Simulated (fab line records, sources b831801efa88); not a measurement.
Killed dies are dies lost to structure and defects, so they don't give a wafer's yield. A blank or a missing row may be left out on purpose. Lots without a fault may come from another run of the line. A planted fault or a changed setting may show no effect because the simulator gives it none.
A struck lot beside a sound one | flow sky130 | 14 steps out of a route of 708
Sound: wafers L836.1, L836.5, L836.6. Struck: wafers L842.2, L842.5, L842.6. The cause comes at the end.
At each step with rows: each side's tool, then ch and its chambers, then its first start. Under that, the readings that differ: sound wafers | struck wafers | difference of the means | sigmas: that difference in standard deviations of wafers without a fault.
alike: readings whose means differ by less than 2 such deviations, and words and numbers that are the same on both sides. not compared: withheld readings, readings that some wafer has no value for, bounds like >300 that may hide the same value, and numbers for which the record gives no deviation and whose values overlap.
The two part at a step that has a row with sigmas, a row that says differs or no value, or rows on one side only. Numbers that don't overlap but have no deviation are shown without sigmas and don't part them. A reading that every wafer of one side lacks parts them only if that side has two wafers or more.

SKY_NWELL_RS_MEAS_29: measures by four-point-probe.
  sound on film_metro-01, day 5 21:08; struck on film_metro-02, day 7 22:13
  alike: NWELL_RS
SKY_NWELL_RS_MEAS_31: measures by four-point-probe.
  sound on film_metro-01, day 5 21:23; struck on film_metro-02, day 7 22:27
  alike: PWDE_RS
then, 7 steps without rows for these wafers: SKY_VT_ADJUST_HVTP_DEHYDRATE_00 (time 60 s); SKY_VT_ADJUST_HVTP_HMDS_01 (prime time 60 s); SKY_VT_ADJUST_HVTP_COAT_02 (resist thk 1140 nm); SKY_VT_ADJUST_HVTP_SOFTBAKE_03 (time 60 s); SKY_VT_ADJUST_HVTP_EXPOSE_04 (exposes mask HVTPM, target cd 380 nm); SKY_VT_ADJUST_HVTP_PEB_05; SKY_VT_ADJUST_HVTP_DEVELOP_06 (develop time 60 s).
SKY_VT_ADJUST_HVTP_CD_MEAS_07: target cd 380 nm.
  sound on cd_sem-01, day 6 15:52; struck on cd_sem-02, day 8 18:17
  reading    | sound             | struck            | difference | sigmas
  cd_nm (nm) | 384.3 385.8 382.8 | 377.1 380.8 377.5 | -5.8       | -2
SKY_VT_ADJUST_HVTP_OVL_MEAS_08:
  sound on overlay-02, day 6 15:59; struck on overlay-02, day 8 18:23
  alike: VT_ADJUST_HVTP_OVL
SKY_VT_ADJUST_HVTP_IMPLANT_09:
  sound on implanter-01 ch 0, day 6 16:01; struck on implanter-03 ch 0, day 8 18:27
  reading                   | sound                | struck               | difference | sigmas
  beam_energy_keV           | 149.93 150.04 149.97 | 140.98 140.95 141.02 | -9.00      | -99 or more
  model.implant.rp_nm (nm)  | 85.49 85.49 85.49    | 81.84 81.84 81.84    | -3.65      |
  model.implant.drp_nm (nm) | 33.4 33.4 33.4       | 31.8 31.8 31.8       | -1.6       |
SKY_VT_ADJUST_HVTP_STRIP_10: strips in O2/N2.
  sound on plasma_asher-02 ch 0,1, day 6 16:10; struck on plasma_asher-01 ch 0,1, day 8 18:34
  reading                      | sound             | struck            | difference | sigmas
  strip_time_to_endpoint_s (s) | 14.14 14.10 14.15 | 14.22 14.22 14.18 | +0.08      | +2
  alike: drypump_motor_current_A, oes_product_au
  not compared: rf_hours_counter_h
-- the record jumps here: 40 days lie between the struck wafers' starts before and after (it left off in module VT_ADJUST_HVTP and takes up again in module PAD_OPEN, whose first step shown is number 708 of the route) --
SKY_PAD_OPEN_PROBE_99:
  sound on prober-02, day 46 06:37; struck on prober-02, day 48 08:21
  reading                                    | sound                | struck               | difference | sigmas
  model.etest.pfet_01v8.r_on_ohm_um          | 2820 2802 2827       | 2993 2916 2883       | +114       |
  model.etest.pfet_01v8.drive_ua_um          | 200.1 201.6 198.2    | 183.7 189.8 197.3    | -9.7       |
  model.etest.pfet_01v8_mvt.drive_ua_um      | 156.3 157.2 156.4    | 146.9 149.1 150.3    | -7.9       |
  model.etest.pfet_01v8_hvt.drive_ua_um      | 147.8 151.7 147.5    | 137 141.5 146.6      | -7         |
  model.etest.pfet_01v8_mvt.off_log10_a_um   | -10 -10.18 -10.05    | -11.31 -11.24 -10.93 | -1.08      |
  model.etest.pfet_01v8.off_log10_a_um       | -9.099 -8.885 -8.935 | -10.11 -9.997 -9.459 | -0.88      |
  model.etest.sram_pfet_latch.off_log10_a_um | -12.27 -12.15 -12.34 | -12.95 -12.68 -12.59 | -0.49      |
  alike: killed_at_M0_to_M3, killed_at_M4_up, killed_at_contacts, killed_at_front_end, killed_at_other, killed_dies, killed_open, killed_short
  not compared: model.etest.tip_p.rs_ohm_sq

WHERE THEY PART
First at SKY_VT_ADJUST_HVTP_CD_MEAS_07; last, within this record, at SKY_VT_ADJUST_HVTP_STRIP_10. Later steps at which nothing parts them and some readings are alike: SKY_PAD_OPEN_PROBE_99.

WHY: what the simulator had put in
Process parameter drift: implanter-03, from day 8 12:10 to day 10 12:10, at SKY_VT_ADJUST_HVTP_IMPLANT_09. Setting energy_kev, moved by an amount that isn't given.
